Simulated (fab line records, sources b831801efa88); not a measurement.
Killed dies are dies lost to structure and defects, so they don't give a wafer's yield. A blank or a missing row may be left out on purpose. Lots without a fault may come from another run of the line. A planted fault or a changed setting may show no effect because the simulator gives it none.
Which tool did it? | flow sky130 | 11 lots, 33 wafers sampled, at 3 steps of a route of 708

WHAT THE GAUGES READ, wafer by wafer
SKY_SD_N_RS_MEAS_16: measures by four-point-probe.
lot  | measured     | on            | SD_N_RS (ohm/sq)
L323 | day 29 01:08 | film_metro-03 | 68.62 68.72 68.60
L324 | day 29 19:32 | film_metro-02 | 68.46 68.49 68.41
L325 | day 29 19:50 | film_metro-04 | 68.48 68.52 68.57
L326 | day 30 08:07 | film_metro-02 | 68.37 68.52 68.36
L334 | day 33 03:14 | film_metro-03 | 66.46 66.38 66.49
L337 | day 33 17:44 | film_metro-04 | 66.26 66.50 66.40
L338 | day 34 03:43 | film_metro-04 | 68.43 68.47 68.43
L339 | day 34 09:43 | film_metro-04 | 68.52 68.40 68.45
L341 | day 35 14:42 | film_metro-04 | 68.63 68.55 68.36
L343 | day 35 19:28 | film_metro-03 | 68.62 68.59 68.64
L344 | day 35 19:43 | film_metro-02 | 68.44 68.44 68.63

WHICH TOOL RAN EACH LOT (tool, then ch and the chambers of the sampled wafers, then the start)
lot  | SKY_SD_N_IMPLANT_09             | SKY_SD_N_STRIP_11
L323 | implanter-02 ch 0, day 29 00:27 | plasma_asher-02 ch 0,1, day 29 00:45
L324 | implanter-02 ch 0, day 29 18:51 | plasma_asher-03 ch 0,1, day 29 19:08
L325 | implanter-01 ch 0, day 29 19:09 | plasma_asher-04 ch 0,1, day 29 19:26
L326 | implanter-03 ch 0, day 30 07:22 | plasma_asher-02 ch 0,1, day 30 07:40
L334 | implanter-02 ch 0, day 33 02:33 | plasma_asher-03 ch 0,1, day 33 02:49
L337 | implanter-02 ch 0, day 33 17:03 | plasma_asher-02 ch 0,1, day 33 17:19
L338 | implanter-03 ch 0, day 34 03:01 | plasma_asher-04 ch 0,1, day 34 03:19
L339 | implanter-01 ch 0, day 34 09:00 | plasma_asher-03 ch 0,1, day 34 09:18
L341 | implanter-01 ch 0, day 35 14:02 | plasma_asher-04 ch 0,1, day 35 14:19
L343 | implanter-01 ch 0, day 35 18:48 | plasma_asher-02 ch 0,1, day 35 19:04
L344 | implanter-03 ch 0, day 35 19:02 | plasma_asher-03 ch 0,1, day 35 19:20
- SKY_SD_N_IMPLANT_09
- SKY_SD_N_STRIP_11: strips in O2/N2.

THE ANSWER, worked out from the rows above alone
Rule: what is usual is taken from the lots themselves. Put in order of their means at a reading, lots are off if they are a third of the lots or fewer, leave a main group of 4 or more, and stand apart from it by a gap of 3 or more times the standard deviation of the main group's means; of several such gaps the widest counts. A main group whose means are all the same, to the digits that the tables above print for the reading, isn't used. A lot without any number at a reading at which 4 lots or more have one is off too. The other lots that the step has rows for count as sound.
Off: L334, L337, at SKY_SD_N_RS_MEAS_16 (SD_N_RS). The main group: mean 68.51 ohm/sq, standard deviation 0.074.
A tool fits if, at a process step before that reading, it ran every lot that is off, and no sound lot after the first of them. The gauges at SKY_SD_N_RS_MEAS_16 are tried like those tools. One fits: implanter-02 at SKY_SD_N_IMPLANT_09. Its last sound lot is L324 (day 29 18:51), its first lot that is off L334 (day 33 02:33): a fault that began between those two fits.

WHAT THE SIMULATOR HAD PUT IN
Process parameter drift: implanter-02, from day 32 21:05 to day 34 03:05, at SKY_SD_N_IMPLANT_09. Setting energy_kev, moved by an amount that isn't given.
Lots struck among those shown: L334, L337. The rule above found the same.
